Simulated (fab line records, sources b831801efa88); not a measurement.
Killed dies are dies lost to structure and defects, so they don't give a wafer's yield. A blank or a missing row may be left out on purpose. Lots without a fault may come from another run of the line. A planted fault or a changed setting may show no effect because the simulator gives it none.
Which tool did it? | flow sky130 | 6 lots, 17 wafers sampled, at 3 steps of a route of 708

WHAT THE GAUGES READ, wafer by wafer
SKY_PASSIVATION_THK_MEAS_01.
lot  | measured     | on            | PASSIVATION_CVD_00_THK (nm)
L725 | day 44 15:07 | film_metro-03 | 87.6 87.4 91.5
L726 | day 44 19:29 | film_metro-04 | 90.2 92.9 92.7
L729 | day 45 03:49 | film_metro-04 | 89.3 90.2 91.7
L734 | day 46 14:47 | film_metro-02 | 91.7 92.2
L743 | day 48 16:47 | film_metro-04 | 87.1 88.4 88.7
L747 | day 49 19:31 | film_metro-04 | 88.2 88.0 89.5

WHICH TOOL RAN EACH LOT (tool, then ch and the chambers of the sampled wafers, then the start)
lot  | SKY_VIA4_SPUTTER_17          | SKY_METAL5_STRIP_16
L725 | pvd_sputter-04, day 43 15:14 | plasma_asher-01 ch 0,1, day 44 14:27
L726 | pvd_sputter-01, day 43 18:35 | plasma_asher-04 ch 0,1, day 44 18:52
L729 | pvd_sputter-03, day 44 04:14 | plasma_asher-04 ch 0,1, day 45 03:12
L734 | pvd_sputter-01, day 45 15:59 | plasma_asher-01 ch 0,1, day 46 14:08
L743 | pvd_sputter-03, day 47 20:24 | plasma_asher-01 ch 0,1, day 48 16:04
L747 | pvd_sputter-01, day 49 01:14 | plasma_asher-01 ch 0,1, day 49 18:48
- SKY_VIA4_SPUTTER_17: material TiN, target thk 20 nm, time 80 s.
- SKY_METAL5_STRIP_16: strips in O2/N2.

THE ANSWER, worked out from the rows above alone
Rule: what is usual is taken from the lots themselves. Put in order of their means at a reading, lots are off if they are a third of the lots or fewer, leave a main group of 4 or more, and stand apart from it by a gap of 3 or more times the standard deviation of the main group's means; of several such gaps the widest counts. A main group whose means are all the same, to the digits that the tables above print for the reading, isn't used. A lot without any number at a reading at which 4 lots or more have one is off too. The other lots that the step has rows for count as sound.
No lot is off at any reading shown: from this, nothing can be told.

WHAT THE SIMULATOR HAD PUT IN
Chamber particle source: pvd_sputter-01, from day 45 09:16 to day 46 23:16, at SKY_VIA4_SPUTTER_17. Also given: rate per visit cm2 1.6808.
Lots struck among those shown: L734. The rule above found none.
